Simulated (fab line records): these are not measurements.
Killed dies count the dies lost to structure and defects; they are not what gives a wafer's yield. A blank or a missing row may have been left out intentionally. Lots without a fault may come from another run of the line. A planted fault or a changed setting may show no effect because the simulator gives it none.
8D (eight disciplines) problem report, filled in by code ; flow gf180mcu ; the parts of the form that need people (team, actions taken, sign-off) are left out

== 1. WHAT WENT WRONG ==
Wafers free of any fault read 565.8 (standard deviation 2.8) for HV_LDD_4_TW at GF_HV_LDD_TW_MEAS_50, against a mean of 860.6 on 6 wafers of 2 lots. That is +99 or more standard deviations from the usual mean.
The first sign was on wafer L228.1 at day 19 02:03, on filmMetro-03. The record holds 42 wafers of 14 lots with a number at this step. Rule for "out" (also "out of limits"): further than 4 standard deviations from the usual mean. Any other wafer with a number is counted as sound.

== 2. WHAT IT IS, AND WHAT IT ISN'T ==
question;is;is not
which readings at this step;HV_LDD_4_TW;-
which lots;L228, L229;L208, L209, L211, L213, L214, L217, L219, L220, L221, L226, L230, L231
which wafers of those lots;all that have a number;-
read on which gauges;filmMetro-03, filmMetro-04;filmMetro-02
when;from day 19 02:03;"up to then (30 sound wafers); but 6 sound wafers of L230, L231 came after"

== 3. WHAT RULES OUT EACH SUSPECT ==
Counting: a tool stays on the suspect list if, at a process step up to the reading, it processed all lots that are out and no sound lot following the first of them.
- the gauge at GF_HV_LDD_TW_MEAS_50 is ruled out. Those wafers that are out were read across 2 gauges (filmMetro-03, filmMetro-04).
- implanter-04 at GF_HV_LDD_IMPLANT_48: kept. Every lot that is out went through it, starting with L228 (day 19 01:48), and after that it ran no sound lot; the last sound lot it ran before then is L226 (day 18 06:24). Its own readings are out on those wafers: doseIonsCm2, faradayCurrentUA.
The count leaves implanter-04 at GF_HV_LDD_IMPLANT_48.

== 4. THE CAUSE (what the simulator had put in) ==
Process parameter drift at GF_HV_LDD_IMPLANT_48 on implanter-04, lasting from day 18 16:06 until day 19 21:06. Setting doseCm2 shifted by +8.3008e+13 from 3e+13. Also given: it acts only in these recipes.
The count eliminated every tool but this one.

== 5. SEQUENCE OF EFFECTS, ordered by route ==
Each row: a reading where the mean over the struck wafers with a number is more than 3 standard deviations away from the usual. Scope: only readings with a usual standard deviation given in the record; hours: median across lots of the time from each lot's start at the first step in this table that gives one to its start at this step; sigmas: change in usual standard deviations.
hours;step;reading;usual;on struck wafers;change;sigmas
0;GF_HV_LDD_IMPLANT_48;doseIonsCm2;3e+13;1e+14;+8e+13;+99 or more
0;GF_HV_LDD_IMPLANT_48;faradayCurrentUA;169;634;+465;+99 or more
0;GF_HV_LDD_TW_MEAS_50;HV_LDD_4_TW;565.8;860.6;+294.8;+99 or more
The process steps in it:
- GF_HV_LDD_IMPLANT_48
Later steps that measure or inspect, where all struck wafers having a row at the step show a number for every such reading and not one has moved that far: GF_HV_LDD_THK_MEAS_57.

== 6. WHAT WOULD HAVE CAUGHT IT SOONER ==
10 hours passed between the start of the fault at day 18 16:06 and the first reading out of limits at a measuring or inspecting step in this record, taken at day 19 02:03.
At GF_HV_LDD_IMPLANT_48, the tool's own readings (doseIonsCm2, faradayCurrentUA) were out on each struck wafer the step has a row for, so an alarm limit on them would have fired on the first such wafer.
Of the lots that are out (2), L229 began GF_HV_LDD_IMPLANT_48 on implanter-04 after day 19 02:03. Putting the tool on hold at that point would have spared it.
